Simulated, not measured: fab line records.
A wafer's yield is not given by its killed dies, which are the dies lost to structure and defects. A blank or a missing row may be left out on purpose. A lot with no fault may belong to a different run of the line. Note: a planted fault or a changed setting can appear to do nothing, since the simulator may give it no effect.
One fault seen from 2 desks || flow sky130 || only its own numbers are on each desk; what lay behind them is given at the end

== DESK OF THE TOOL OWNER: plasma_asher-02 ==
The tool's own readings at SKY_VT_ADJUST_LVTN_STRIP_09 (strips in O2/N2): means of the sampled wafers that have a number, for each lot that ran on this tool. Marked OUT: a lot whose mean sits more than 4 standard deviations from the usual mean, which makes it out of limits; the brackets give that distance.
Columns: A = drypump_motor_current_A at SKY_VT_ADJUST_LVTN_STRIP_09, usual 5.57 A; B = oes_product_au at SKY_VT_ADJUST_LVTN_STRIP_09, usual 0.723 a.u.; C = strip_time_to_endpoint_s at SKY_VT_ADJUST_LVTN_STRIP_09, usual 36.89 s
{"lot": "L361", "first seen here": "day 8 17:33", "A": 5.61, "B": 0.724, "C": 36.87}
{"lot": "L367", "first seen here": "day 10 05:26", "A": 5.58, "B": 0.722, "C": 36.81}
{"lot": "L368", "first seen here": "day 10 10:33", "A": 5.60, "B": 0.723, "C": 36.91}
This desk's finding: nothing out of limits on any of the 3 lots.

== FROM THE METROLOGY DESK ==
What the gauges read, lot by lot, whatever tool the lot ran on: means of the sampled wafers that have a number. Marked OUT: a lot whose mean sits more than 4 standard deviations from the usual mean, which makes it out of limits; the brackets give that distance. Only the readings that lie furthest out on some lot appear, 7 of the 8 it has.
Columns: A = VT_ADJUST_HVTP_TW at SKY_VT_ADJUST_HVTP_TW_MEAS_11, usual 1360; B = VT_ADJUST_LVTN_TW at SKY_VT_ADJUST_LVTN_TW_MEAS_10, usual 242.2; C = VT_ADJUST_LVTN_01_OVL at SKY_VT_ADJUST_LVTN_OVL_MEAS_18, usual 0.7 nm; D = VT_ADJUST_LVTN_2_TW at SKY_VT_ADJUST_LVTN_TW_MEAS_21, usual 189.2; E = cd_nm at SKY_VT_ADJUST_NCORE_CD_MEAS_07, usual 380 nm; F = VT_ADJUST_NCORE_OVL at SKY_VT_ADJUST_NCORE_OVL_MEAS_08, usual -0.3 nm; G = VT_ADJUST_NCORE_TW at SKY_VT_ADJUST_NCORE_TW_MEAS_11, usual 220.8
{"lot": "L355", "first seen here": "day 6 04:31", "A": 1363, "B": 243.5, "C": 2.5, "D": 187.6, "E": 380, "F": -0.5, "G": 222.3}
{"lot": "L361", "first seen here": "day 7 20:26", "A": 1349, "B": 244.9, "C": -0.6, "D": 190.7, "E": 379, "F": 0.8, "G": 222.9}
{"lot": "L367", "first seen here": "day 9 07:01", "A": 1364, "B": 242.7, "C": 1.1, "D": 187.6, "E": 380, "F": -1.6, "G": 220.8}
{"lot": "L368", "first seen here": "day 9 11:25", "A": 1359, "B": 241.2, "C": 1.0, "D": 188.8, "E": 381, "F": -0.3, "G": 220.6}
{"lot": "L375", "first seen here": "day 11 11:23", "A": 1359, "B": 243.5, "C": -0.5, "D": 190.4, "E": 380, "F": -2.8, "G": 223.1}
{"lot": "L377", "first seen here": "day 12 08:43", "A": 1364, "B": 240.8, "C": 0.6, "D": 187.9, "E": 376, "F": -0.5, "G": 221.4}
This desk's finding: nothing out of limits on any of the 6 lots.

== TAKEN TOGETHER ==
The tool owner's desk saw nothing out of limits.
At the metrology desk, nothing out of limits was observed.

== WHAT THE SIMULATOR HAD PUT IN ==
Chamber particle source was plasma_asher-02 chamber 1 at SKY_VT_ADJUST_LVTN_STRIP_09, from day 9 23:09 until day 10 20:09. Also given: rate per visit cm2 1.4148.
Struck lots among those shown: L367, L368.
